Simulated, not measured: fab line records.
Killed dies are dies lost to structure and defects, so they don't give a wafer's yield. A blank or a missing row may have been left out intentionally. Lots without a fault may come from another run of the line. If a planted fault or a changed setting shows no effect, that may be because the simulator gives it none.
What tool caused it? | flow sky130 | 15 lots, 45 wafers sampled, at 5 steps of a route of 708

WHAT THE GAUGES SHOWED, per wafer
SKY_FIELD_ISO_THK_MEAS_04. Usual: FIELD_ISO_CVD_03_THK 164.1 nm, standard deviation 1.4.
lot  | measured    | on           | FIELD_ISO_CVD_03_THK (nm) | flag
L395 | day 1 14:26 | filmMetro-04 | 162.3 161.3 163.4         | 
L396 | day 1 19:33 | filmMetro-01 | 162.4 162.4 162.4         | 
L397 | day 1 23:37 | filmMetro-03 | 162.9 161.8 162.0         | 
L398 | day 2 05:28 | filmMetro-04 | 164.0 163.6 164.2         | 
L402 | day 3 00:29 | filmMetro-01 | 163.7 163.8 164.7         | 
L403 | day 3 05:29 | filmMetro-04 | 164.2 162.8 165.1         | 
L405 | day 3 15:58 | filmMetro-04 | 165.0 164.4 164.0         | 
L408 | day 4 07:26 | filmMetro-01 | 163.2 162.3 162.9         | 
L409 | day 4 12:50 | filmMetro-04 | 163.6 164.6 162.4         | 
L410 | day 4 18:20 | filmMetro-01 | 164.5 165.3 165.4         | 
L411 | day 4 22:32 | filmMetro-03 | 162.6 164.8 164.2         | 
L414 | day 5 14:37 | filmMetro-01 | 164.8 164.1 164.7         | 
L415 | day 5 21:12 | filmMetro-01 | 163.0 161.8 163.5         | 
L417 | day 6 05:11 | filmMetro-01 | 165.0 165.0 166.4         | 
L418 | day 6 09:32 | filmMetro-03 | 162.7 163.1 163.3         | 

SKY_VT_ADJUST_HVTR_TW_MEAS_11. Usual: VT_ADJUST_HVTR_TW 212, standard deviation 3.2.
lot  | measured     | on           | VT_ADJUST_HVTR_TW | flag
L395 | day 9 13:35  | filmMetro-01 | 208 208 207       | 
L396 | day 9 19:46  | filmMetro-02 | 211 211 211       | 
L397 | day 10 01:36 | filmMetro-02 | 210 210 209       | 
L398 | day 10 11:15 | filmMetro-01 | 208 208 209       | 
L402 | day 11 14:21 | filmMetro-02 | 211 213 212       | 
L403 | day 11 19:32 | filmMetro-03 | 216 216 215       | 
L405 | day 12 10:05 | filmMetro-03 | 214 214 214       | 
L408 | day 13 05:19 | filmMetro-03 | 31 30 30          | OFF
L409 | day 13 22:29 | filmMetro-03 | 31 30 31          | OFF
L410 | day 14 09:22 | filmMetro-01 | 30 30 30          | OFF
L411 | day 14 10:38 | filmMetro-03 | 215 216 216       | 
L414 | day 15 04:47 | filmMetro-03 | 215 214 214       | 
L415 | day 15 17:42 | filmMetro-02 | 210 210 210       | 
L417 | day 16 06:06 | filmMetro-03 | 217 216 217       | 
L418 | day 16 09:55 | filmMetro-03 | 216 216 216       | 

EACH LOT AND THE TOOL THAT RAN IT (in order: tool; ch and the chambers of the sampled wafers; start)
lot  | SKY_FIELD_ISO_ETCH_14            | SKY_VT_ADJUST_NCORE_STRIP_10        | SKY_VT_ADJUST_HVTR_STRIP_10
L395 | rieDiel-04 ch 2,3, day 2 05:42   | plasmaAsher-02 ch 0,1, day 8 16:03  | plasmaAsher-04 ch 0,1, day 9 13:29
L396 | rieDiel-03 ch 0,3, day 2 10:44   | plasmaAsher-04 ch 0,1, day 8 22:10  | plasmaAsher-01 ch 0,1, day 9 19:40
L397 | rieDiel-01 ch 0,1,3, day 2 15:07 | plasmaAsher-04 ch 0,1, day 9 02:42  | plasmaAsher-01 ch 0,1, day 10 01:29
L398 | rieDiel-03 ch 0,3, day 2 21:22   | plasmaAsher-04 ch 0,1, day 9 12:27  | plasmaAsher-04 ch 0,1, day 10 11:09
L402 | rieDiel-01 ch 0,2, day 3 17:06   | plasmaAsher-03 ch 0,1, day 10 14:48 | plasmaAsher-04 ch 0,1, day 11 14:14
L403 | rieDiel-03 ch 0,2,3, day 3 21:13 | plasmaAsher-02 ch 0,1, day 10 20:33 | plasmaAsher-04 ch 0,1, day 11 19:26
L405 | rieDiel-04 ch 1,2, day 4 08:51   | plasmaAsher-04 ch 0,1, day 11 10:06 | plasmaAsher-01 ch 0,1, day 12 09:59
L408 | rieDiel-04 ch 0,1,2, day 4 23:55 | plasmaAsher-02 ch 0,1, day 12 04:14 | plasmaAsher-04 ch 0,1, day 13 05:13
L409 | rieDiel-03 ch 1,2,3, day 5 06:43 | plasmaAsher-04 ch 0,1, day 12 20:59 | plasmaAsher-04 ch 0,1, day 13 22:23
L410 | rieDiel-04 ch 1,2, day 5 11:55   | plasmaAsher-02 ch 0,1, day 13 07:37 | plasmaAsher-01 ch 0,1, day 14 09:16
L411 | rieDiel-01 ch 0,1, day 5 16:35   | plasmaAsher-04 ch 0,1, day 13 08:23 | plasmaAsher-04 ch 0,1, day 14 10:32
L414 | rieDiel-03 ch 0,1,3, day 6 09:13 | plasmaAsher-02 ch 0,1, day 14 02:12 | plasmaAsher-03 ch 0,1, day 15 04:41
L415 | rieDiel-01 ch 1,2, day 6 15:37   | plasmaAsher-04 ch 0,1, day 14 14:22 | plasmaAsher-03 ch 0,1, day 15 17:36
L417 | rieDiel-03 ch 1,3, day 6 23:55   | plasmaAsher-03 ch 1, day 15 01:45   | plasmaAsher-04 ch 1, day 16 05:59
L418 | rieDiel-04 ch 1,2, day 7 04:21   | plasmaAsher-04 ch 0,1, day 15 05:47 | plasmaAsher-01 ch 0,1, day 16 09:49
- SKY_FIELD_ISO_ETCH_14: etches BARC in N2/H2, stops on SiO2, time 45.9 s, target depth 60 nm.
- SKY_VT_ADJUST_NCORE_STRIP_10: strips in O2/N2.
- SKY_VT_ADJUST_HVTR_STRIP_10: strips in O2/N2.

WHAT THE TOOLS THEMSELVES READ (means of the sampled wafers that have a number; where no wafer has one, the mark that the record gives instead)
SKY_FIELD_ISO_ETCH_14. Usual: drypumpMotorCurrentA 5.8 A, standard deviation 0.38; oesProductAu 0.855 a.u., standard deviation 0.0051; throttleValvePct 13.224 %, standard deviation 0.0091.
lot  | tool       | drypumpMotorCurrentA (A) | oesProductAu (a.u.) | throttleValvePct (%) | flag
L395 | rieDiel-04 | 5.7                      | 0.856               | 13.216               | 
L396 | rieDiel-03 | 5.8                      | 0.855               | 13.227               | 
L397 | rieDiel-01 | 5.8                      | 0.856               | 13.223               | 
L398 | rieDiel-03 | 5.9                      | 0.851               | 13.218               | 
L402 | rieDiel-01 | 6.0                      | 0.851               | 13.227               | 
L403 | rieDiel-03 | 5.5                      | 0.857               | 13.221               | 
L405 | rieDiel-04 | 6.0                      | 0.854               | 13.228               | 
L408 | rieDiel-04 | 6.0                      | 0.855               | 13.226               | 
L409 | rieDiel-03 | 5.4                      | 0.856               | 13.225               | 
L410 | rieDiel-04 | 6.3                      | 0.856               | 13.217               | 
L411 | rieDiel-01 | 5.9                      | 0.856               | 13.229               | 
L414 | rieDiel-03 | 5.8                      | 0.858               | 13.229               | 
L415 | rieDiel-01 | 5.8                      | 0.856               | 13.220               | 
L417 | rieDiel-03 | 5.7                      | 0.858               | 13.222               | 
L418 | rieDiel-04 | 6.0                      | 0.857               | 13.223               | 

SKY_VT_ADJUST_NCORE_STRIP_10. Usual: chamberPressureMTorr 1499.9 mTorr, standard deviation 1.4; drypumpMotorCurrentA 5.8 A, standard deviation 0.62; oesProductAu 0.715 a.u., standard deviation 0.0046; stripTimeToEndpointS 14.22 s, standard deviation 0.045.
lot  | tool           | chamberPressureMTorr (mTorr) | drypumpMotorCurrentA (A) | oesProductAu (a.u.) | stripTimeToEndpointS (s) | flag
L395 | plasmaAsher-02 | 1500.6                       | 6.2                      | 0.717               | 14.31                    | 
L396 | plasmaAsher-04 | 1500.6                       | 5.1                      | 0.712               | 14.29                    | 
L397 | plasmaAsher-04 | 1499.7                       | 5.1                      | 0.717               | 14.24                    | 
L398 | plasmaAsher-04 | 1500.2                       | 5.3                      | 0.714               | 14.20                    | 
L402 | plasmaAsher-03 | 1500.1                       | 6.1                      | 0.714               | 14.27                    | 
L403 | plasmaAsher-02 | 1499.7                       | 6.2                      | 0.717               | 14.22                    | 
L405 | plasmaAsher-04 | 1500.6                       | 5.1                      | 0.716               | 14.17                    | 
L408 | plasmaAsher-02 | -                            | -                        | -                   | -                        | OFF
L409 | plasmaAsher-04 | -                            | -                        | -                   | -                        | OFF
L410 | plasmaAsher-02 | -                            | -                        | -                   | -                        | OFF
L411 | plasmaAsher-04 | 1500.8                       | 5.1                      | 0.717               | 14.27                    | 
L414 | plasmaAsher-02 | 1499.0                       | 6.2                      | 0.711               | 14.26                    | 
L415 | plasmaAsher-04 | 1498.9                       | 5.1                      | 0.714               | 14.19                    | 
L417 | plasmaAsher-03 | 1500.0                       | 6.8                      | 0.714               | 14.22                    | 
L418 | plasmaAsher-04 | 1499.5                       | 5.3                      | 0.709               | 14.18                    | 

SKY_VT_ADJUST_HVTR_STRIP_10. Usual: chamberPressureMTorr 1500.2 mTorr, standard deviation 1.3; drypumpMotorCurrentA 5.6 A, standard deviation 0.57; oesProductAu 0.716 a.u., standard deviation 0.0045; stripTimeToEndpointS 14.19 s, standard deviation 0.045.
lot  | tool           | chamberPressureMTorr (mTorr) | drypumpMotorCurrentA (A) | oesProductAu (a.u.) | stripTimeToEndpointS (s) | flag
L395 | plasmaAsher-04 | 1500.8                       | 5.1                      | 0.718               | 14.21                    | 
L396 | plasmaAsher-01 | 1500.5                       | 6.0                      | 0.715               | 14.14                    | 
L397 | plasmaAsher-01 | 1501.6                       | 6.0                      | 0.720               | 14.19                    | 
L398 | plasmaAsher-04 | 1501.4                       | 5.1                      | 0.718               | 14.16                    | 
L402 | plasmaAsher-04 | 1499.0                       | 5.1                      | 0.713               | 14.21                    | 
L403 | plasmaAsher-04 | 1499.6                       | 5.3                      | 0.712               | 14.23                    | 
L405 | plasmaAsher-01 | 1500.4                       | 5.7                      | 0.718               | 14.24                    | 
L408 | plasmaAsher-04 | 1499.6                       | 5.3                      | 0.723               | 31.25                    | OFF
L409 | plasmaAsher-04 | 1500.3                       | 5.1                      | 0.722               | 31.23                    | OFF
L410 | plasmaAsher-01 | 1499.6                       | 6.0                      | 0.722               | 31.27                    | OFF
L411 | plasmaAsher-04 | 1500.6                       | 5.3                      | 0.712               | 14.08                    | 
L414 | plasmaAsher-03 | 1499.5                       | 6.1                      | 0.714               | 14.17                    | 
L415 | plasmaAsher-03 | 1499.8                       | 6.4                      | 0.712               | 14.20                    | 
L417 | plasmaAsher-04 | 1500.9                       | 5.4                      | 0.715               | 14.13                    | 
L418 | plasmaAsher-01 | 1500.6                       | 5.8                      | 0.713               | 14.21                    | 

THE ANSWER, worked out from the rows above alone
Rule: lot off if the mean of its wafers having a number is beyond 3 standard deviations from the usual mean. A lot without any number at a reading at which 4 lots or more have one is off too. All remaining lots with rows at the step are treated as sound. After the gauges, taken in route order, come the tools' own readings; for these a lot's mean is taken, as printed above. The first step at which some lot is off is used, and at that step the reading that is off furthest; a lot without a number counts as furthest.
Off: L408, L409, L410, at SKY_VT_ADJUST_HVTR_TW_MEAS_11 (VT_ADJUST_HVTR_TW).
If a tool, at a process step before that reading, ran all the lots that are off and no sound lot after the first of them, it fits. The gauges at SKY_VT_ADJUST_HVTR_TW_MEAS_11 aren't tried: what is off there is off at SKY_VT_ADJUST_NCORE_STRIP_10 too, on other tools, and a gauge's error can't cause that. Not one of the candidates tried fits.

WHAT WAS PUT IN BY THE SIMULATOR
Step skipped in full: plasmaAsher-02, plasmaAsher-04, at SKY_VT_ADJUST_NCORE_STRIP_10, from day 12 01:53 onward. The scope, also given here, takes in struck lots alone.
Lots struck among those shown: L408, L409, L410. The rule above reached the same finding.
